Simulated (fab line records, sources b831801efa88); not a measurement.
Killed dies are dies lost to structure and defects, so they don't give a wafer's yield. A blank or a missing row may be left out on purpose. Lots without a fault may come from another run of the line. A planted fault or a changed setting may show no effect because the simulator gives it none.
Which tool did it? | flow gf180mcu | 24 lots, 72 wafers sampled, at 6 steps of a route of 602

WHAT THE GAUGES READ, wafer by wafer
GF_V4_THK_MEAS_25: measures by xrf. Usual: V4_W_THK 350 nm, standard deviation 6.2.
lot  | measured     | on            | V4_W_THK (nm) | flag
L074 | day 24 08:59 | film_metro-04 | 361 365 348   |
L075 | day 24 21:24 | film_metro-01 | 345 349 347   |
L076 | day 26 00:10 | film_metro-02 | 349 350 347   |
L077 | day 26 00:59 | film_metro-04 | 356 356 346   |
L078 | day 26 03:02 | film_metro-01 | 357 342 356   |
L079 | day 26 16:05 | film_metro-01 | 336 343 336   |
L080 | day 26 20:48 | film_metro-01 | 345 340 345   |
L081 | day 27 14:43 | film_metro-01 | 343 347 348   |
L082 | day 27 18:35 | film_metro-01 | 347 341 345   |
L083 | day 27 21:52 | film_metro-04 | 363 352 362   |
L084 | day 28 00:08 | film_metro-02 | 355 348 357   |
L085 | day 28 15:29 | film_metro-01 | 346 344 344   |
L086 | day 28 17:30 | film_metro-04 | 357 357 358   |
L087 | day 28 19:26 | film_metro-02 | 347 348 358   |
L088 | day 29 08:36 | film_metro-01 | 345 350 341   |
L089 | day 29 17:43 | film_metro-02 | 346 347 354   |
L090 | day 30 04:29 | film_metro-01 | 344 340 342   |
L091 | day 30 10:13 | film_metro-02 | 344 351 349   |
L092 | day 31 09:28 | film_metro-01 | 349 343 345   |
L094 | day 31 05:34 | film_metro-04 | 360 352 355   |
L093 | day 31 07:13 | film_metro-02 | 355 353 350   |
L095 | day 31 06:49 | film_metro-02 | 358 354 353   |
L096 | day 31 08:30 | film_metro-02 | 350 353 350   |
L097 | day 32 00:38 | film_metro-01 | 348 353 353   |

GF_PASSIVATION_THK_MEAS_03. Usual: PASSIVATION_CVD_02_THK 703 nm, standard deviation 8.6.
lot  | measured     | on            | PASSIVATION_CVD_02_THK (nm) | flag
L074 | day 28 00:44 | film_metro-02 | 696 704 700                 |
L075 | day 28 16:55 | film_metro-01 | 690 706 696                 |
L076 | day 29 13:29 | film_metro-04 | 695 716 711                 |
L077 | day 29 15:24 | film_metro-04 | 702 691 712                 |
L078 | day 29 17:46 | film_metro-04 | 697 708 717                 |
L079 | day 30 01:31 | film_metro-04 | 703 701 716                 |
L080 | day 30 09:22 | film_metro-01 | 694 704 704                 |
L081 | day 30 23:18 | film_metro-02 | 689 694 696                 |
L082 | day 31 04:26 | film_metro-04 | 697 702 710                 |
L083 | day 31 08:21 | film_metro-01 | 706 727 714                 |
L084 | day 31 10:25 | film_metro-01 | 695 696 706                 |
L085 | day 31 23:57 | film_metro-01 | 692 698 716                 |
L086 | day 32 01:19 | film_metro-01 | 712 700 710                 |
L087 | day 32 01:13 | film_metro-02 | 701 705 703                 |
L088 | day 32 14:14 | film_metro-01 | 695 708 704                 |
L089 | day 32 22:55 | film_metro-02 | 704 715 716                 |
L090 | day 33 06:34 | film_metro-01 | 687 694 703                 |
L091 | day 33 12:59 | film_metro-02 | 702 694 706                 |
L092 | day 34 09:12 | film_metro-02 | 699 694 696                 |
L094 | day 34 05:19 | film_metro-02 | 705 706 701                 |
L093 | day 34 06:34 | film_metro-02 | 700 707 722                 |
L095 | day 34 06:01 | film_metro-02 | 686 702 703                 |
L096 | day 34 08:33 | film_metro-01 | 683 689 702                 |
L097 | day 34 22:56 | film_metro-01 | 697 705 704                 |

WHICH TOOL RAN EACH LOT (tool, then ch and the chambers of the sampled wafers, then the start)
lot  | GF_SALICIDE_SPUTTER_03       | GF_V4_CVD_02                    | GF_MIM_SPUTTER_01            | GF_M5_ETCH_09
L074 | pvd_sputter-02, day 15 03:00 | pecvd-02 ch 0,1,2, day 23 09:16 | pvd_sputter-02, day 24 09:53 | rie_diel-04 ch 2,3, day 26 02:43
L075 | pvd_sputter-02, day 15 12:55 | pecvd-01 ch 0,1,2, day 23 21:53 | pvd_sputter-03, day 25 01:14 | rie_diel-01 ch 1,2,3, day 26 19:58
L076 | pvd_sputter-04, day 16 04:54 | pecvd-01 ch 0,2, day 24 21:59   | pvd_sputter-03, day 26 00:37 | rie_diel-01 ch 2,3, day 27 18:01
L077 | pvd_sputter-02, day 16 14:55 | pecvd-01 ch 0,1, day 24 22:55   | pvd_sputter-01, day 26 01:26 | rie_diel-01 ch 0,2,3, day 27 19:46
L078 | pvd_sputter-02, day 16 23:34 | pecvd-02 ch 0,1,2, day 25 04:02 | pvd_sputter-02, day 26 03:30 | rie_diel-02 ch 0,1,2, day 27 21:59
L079 | pvd_sputter-01, day 17 07:10 | pecvd-02 ch 1,2, day 25 17:32   | pvd_sputter-03, day 26 16:32 | rie_diel-01 ch 0,2, day 28 08:40
L080 | pvd_sputter-01, day 17 11:49 | pecvd-04 ch 1,2, day 25 22:03   | pvd_sputter-02, day 26 21:28 | rie_diel-01 ch 0,1,2, day 28 14:29
L081 | pvd_sputter-01, day 18 07:48 | pecvd-01 ch 0,1,2, day 26 17:05 | pvd_sputter-01, day 27 15:11 | rie_diel-04 ch 1,2,3, day 29 05:34
L082 | pvd_sputter-04, day 18 12:17 | pecvd-04 ch 1,2, day 26 20:20   | pvd_sputter-02, day 27 19:01 | rie_diel-04 ch 1,2,3, day 29 10:17
L083 | pvd_sputter-04, day 18 19:19 | pecvd-01 ch 0,2, day 26 23:38   | pvd_sputter-03, day 27 22:25 | rie_diel-02 ch 1,2,3, day 29 14:11
L084 | pvd_sputter-02, day 19 03:17 | pecvd-02 ch 0,1, day 27 01:53   | pvd_sputter-02, day 28 00:49 | rie_diel-04 ch 1,2,3, day 29 16:58
L085 | pvd_sputter-04, day 19 10:50 | pecvd-01 ch 1,2, day 27 17:32   | pvd_sputter-03, day 28 16:09 | rie_diel-02 ch 1,2, day 30 06:43
L086 | pvd_sputter-04, day 19 17:58 | pecvd-04 ch 1,2, day 27 19:47   | pvd_sputter-02, day 28 17:58 | rie_diel-02 ch 2,3, day 30 08:41
L087 | pvd_sputter-02, day 19 23:34 | pecvd-01 ch 0,2, day 27 22:10   | pvd_sputter-02, day 28 19:53 | rie_diel-04 ch 2,3, day 30 09:34
L088 | pvd_sputter-01, day 20 09:29 | pecvd-02 ch 0,1,2, day 28 11:50 | pvd_sputter-02, day 29 09:15 | rie_diel-04 ch 0,1,3, day 30 23:17
L089 | pvd_sputter-01, day 21 01:02 | pecvd-02 ch 0,1, day 28 20:17   | pvd_sputter-01, day 29 18:10 | rie_diel-01 ch 0,1,3, day 31 07:26
L090 | pvd_sputter-02, day 21 07:53 | pecvd-01 ch 0,1,2, day 29 08:25 | pvd_sputter-01, day 30 04:57 | rie_diel-04 ch 0,1,2, day 31 17:43
L091 | pvd_sputter-02, day 21 17:52 | pecvd-04 ch 0,2, day 29 13:38   | pvd_sputter-01, day 30 10:40 | rie_diel-04 ch 0,2, day 31 23:23
L092 | pvd_sputter-02, day 21 22:11 | pecvd-04 ch 0,1, day 30 13:29   | pvd_sputter-03, day 31 09:55 | rie_diel-02 ch 1,2,3, day 32 21:16
L094 | pvd_sputter-04, day 22 09:46 | pecvd-04 ch 1,2, day 30 09:50   | pvd_sputter-02, day 31 06:02 | rie_diel-01 ch 0,2,3, day 32 17:08
L093 | pvd_sputter-04, day 22 12:55 | pecvd-01 ch 1,2, day 30 11:16   | pvd_sputter-01, day 31 07:49 | rie_diel-02 ch 0,3, day 32 19:22
L095 | pvd_sputter-02, day 22 15:22 | pecvd-02 ch 0,1, day 30 10:26   | pvd_sputter-01, day 31 07:17 | rie_diel-02 ch 0,2,3, day 32 18:05
L096 | pvd_sputter-01, day 23 00:13 | pecvd-04 ch 0,2, day 30 12:14   | pvd_sputter-02, day 31 08:58 | rie_diel-01 ch 0,1,3, day 32 20:10
L097 | pvd_sputter-02, day 23 15:51 | pecvd-04 ch 0,1,2, day 31 05:01 | pvd_sputter-02, day 32 01:04 | rie_diel-01 ch 0,2,3, day 33 11:14
- GF_SALICIDE_SPUTTER_03: material TiN, target thk 20 nm, time 16.7 s.
- GF_V4_CVD_02: deposits SiO2 from TEOS, target thk 850 nm, time 94.851 s.
- GF_MIM_SPUTTER_01: material TiN, target thk 30 nm, time 25 s.
- GF_M5_ETCH_09: etches Si3N4 in CF4/O2, target depth 52 nm, time 11.6 s.

WHAT THE TOOLS THEMSELVES READ (means of the sampled wafers that have a number; where no wafer has one, the mark that the record gives instead)
GF_SALICIDE_SPUTTER_03. Usual: throttle_valve_pct 29.8 %, standard deviation 0.79.
lot  | tool           | throttle_valve_pct (%) | flag
L074 | pvd_sputter-02 | 29.7                   |
L075 | pvd_sputter-02 | 30.0                   |
L076 | pvd_sputter-04 | 28.9                   |
L077 | pvd_sputter-02 | 30.4                   |
L078 | pvd_sputter-02 | 30.3                   |
L079 | pvd_sputter-01 | 29.1                   |
L080 | pvd_sputter-01 | 29.8                   |
L081 | pvd_sputter-01 | 29.2                   |
L082 | pvd_sputter-04 | 29.0                   |
L083 | pvd_sputter-04 | 29.6                   |
L084 | pvd_sputter-02 | 29.9                   |
L085 | pvd_sputter-04 | 30.0                   |
L086 | pvd_sputter-04 | 30.4                   |
L087 | pvd_sputter-02 | 29.6                   |
L088 | pvd_sputter-01 | 29.6                   |
L089 | pvd_sputter-01 | 29.8                   |
L090 | pvd_sputter-02 | 30.3                   |
L091 | pvd_sputter-02 | 30.3                   |
L092 | pvd_sputter-02 | 29.9                   |
L094 | pvd_sputter-04 | 29.4                   |
L093 | pvd_sputter-04 | 30.0                   |
L095 | pvd_sputter-02 | 30.2                   |
L096 | pvd_sputter-01 | 29.2                   |
L097 | pvd_sputter-02 | 29.3                   |

GF_V4_CVD_02. Usual: heater_power_w 611 W, standard deviation 100.
lot  | tool     | heater_power_w (W) | flag
L074 | pecvd-02 | 613                |
L075 | pecvd-01 | 515                |
L076 | pecvd-01 | 573                |
L077 | pecvd-01 | 536                |
L078 | pecvd-02 | 612                |
L079 | pecvd-02 | 646                |
L080 | pecvd-04 | 746                |
L081 | pecvd-01 | 519                |
L082 | pecvd-04 | 756                |
L083 | pecvd-01 | 575                |
L084 | pecvd-02 | 597                |
L085 | pecvd-01 | 521                |
L086 | pecvd-04 | 786                |
L087 | pecvd-01 | 538                |
L088 | pecvd-02 | 566                |
L089 | pecvd-02 | 595                |
L090 | pecvd-01 | 548                |
L091 | pecvd-04 | 736                |
L092 | pecvd-04 | 661                |
L094 | pecvd-04 | 761                |
L093 | pecvd-01 | 525                |
L095 | pecvd-02 | 568                |
L096 | pecvd-04 | 698                |
L097 | pecvd-04 | 717                |

GF_MIM_SPUTTER_01. Usual: throttle_valve_pct 29.7 %, standard deviation 0.69.
lot  | tool           | throttle_valve_pct (%) | flag
L074 | pvd_sputter-02 | 30.3                   |
L075 | pvd_sputter-03 | 29.8                   |
L076 | pvd_sputter-03 | 30.3                   |
L077 | pvd_sputter-01 | 30.1                   |
L078 | pvd_sputter-02 | 29.9                   |
L079 | pvd_sputter-03 | 29.5                   |
L080 | pvd_sputter-02 | 29.8                   |
L081 | pvd_sputter-01 | 29.3                   |
L082 | pvd_sputter-02 | 30.1                   |
L083 | pvd_sputter-03 | 30.0                   |
L084 | pvd_sputter-02 | 30.4                   |
L085 | pvd_sputter-03 | 29.3                   |
L086 | pvd_sputter-02 | 29.9                   |
L087 | pvd_sputter-02 | 30.3                   |
L088 | pvd_sputter-02 | 29.7                   |
L089 | pvd_sputter-01 | 30.4                   |
L090 | pvd_sputter-01 | 29.8                   |
L091 | pvd_sputter-01 | 29.7                   |
L092 | pvd_sputter-03 | 29.7                   |
L094 | pvd_sputter-02 | 29.9                   |
L093 | pvd_sputter-01 | 30.0                   |
L095 | pvd_sputter-01 | 29.2                   |
L096 | pvd_sputter-02 | 29.7                   |
L097 | pvd_sputter-02 | 30.2                   |

GF_M5_ETCH_09. Usual: drypump_motor_current_A 5.7 A, standard deviation 0.43; oes_product_au 1.003 a.u., standard deviation 0.011; throttle_valve_pct 5.971 %, standard deviation 0.01.
lot  | tool        | drypump_motor_current_A (A) | oes_product_au (a.u.) | throttle_valve_pct (%) | flag
L074 | rie_diel-04 | 5.9                         | 1.013                 | 5.972                  |
L075 | rie_diel-01 | 5.9                         | 1.001                 | 5.969                  |
L076 | rie_diel-01 | 5.6                         | 0.995                 | 5.979                  |
L077 | rie_diel-01 | 5.3                         | 0.995                 | 5.961                  |
L078 | rie_diel-02 | 5.7                         | 1.007                 | 5.970                  |
L079 | rie_diel-01 | 5.0                         | 0.996                 | 5.962                  |
L080 | rie_diel-01 | 5.6                         | 0.993                 | 5.968                  |
L081 | rie_diel-04 | 5.7                         | 1.012                 | 5.965                  |
L082 | rie_diel-04 | 5.7                         | 1.011                 | 5.976                  |
L083 | rie_diel-02 | 5.9                         | 1.001                 | 5.978                  |
L084 | rie_diel-04 | 5.7                         | 1.010                 | 5.976                  |
L085 | rie_diel-02 | 5.8                         | 1.003                 | 5.968                  |
L086 | rie_diel-02 | 6.0                         | 1.004                 | 5.967                  |
L087 | rie_diel-04 | 5.7                         | 1.023                 | 5.981                  |
L088 | rie_diel-04 | 5.7                         | 1.018                 | 5.976                  |
L089 | rie_diel-01 | 5.8                         | 0.997                 | 5.976                  |
L090 | rie_diel-04 | 5.8                         | 1.005                 | 5.970                  |
L091 | rie_diel-04 | 5.9                         | 1.007                 | 5.972                  |
L092 | rie_diel-02 | 5.9                         | 1.007                 | 5.967                  |
L094 | rie_diel-01 | 5.3                         | 0.992                 | 5.973                  |
L093 | rie_diel-02 | 5.8                         | 1.014                 | 5.973                  |
L095 | rie_diel-02 | 5.8                         | 1.007                 | 5.973                  |
L096 | rie_diel-01 | 5.8                         | 1.003                 | 5.965                  |
L097 | rie_diel-01 | 5.3                         | 0.991                 | 5.961                  |

THE ANSWER, worked out from the rows above alone
Rule: a lot is off if the mean of its wafers that have a number lies more than 3 standard deviations from the usual mean. A lot without any number at a reading at which 4 lots or more have one is off too. The other lots that the step has rows for count as sound. The gauges are gone through in route order, then the tools' own readings, and for those a lot's mean is taken as printed above. The first step at which some lot is off is used, and at that step the reading that is off furthest; a lot without a number counts as furthest.
No lot is off at any reading shown: from this, nothing can be told.

WHAT THE SIMULATOR HAD PUT IN
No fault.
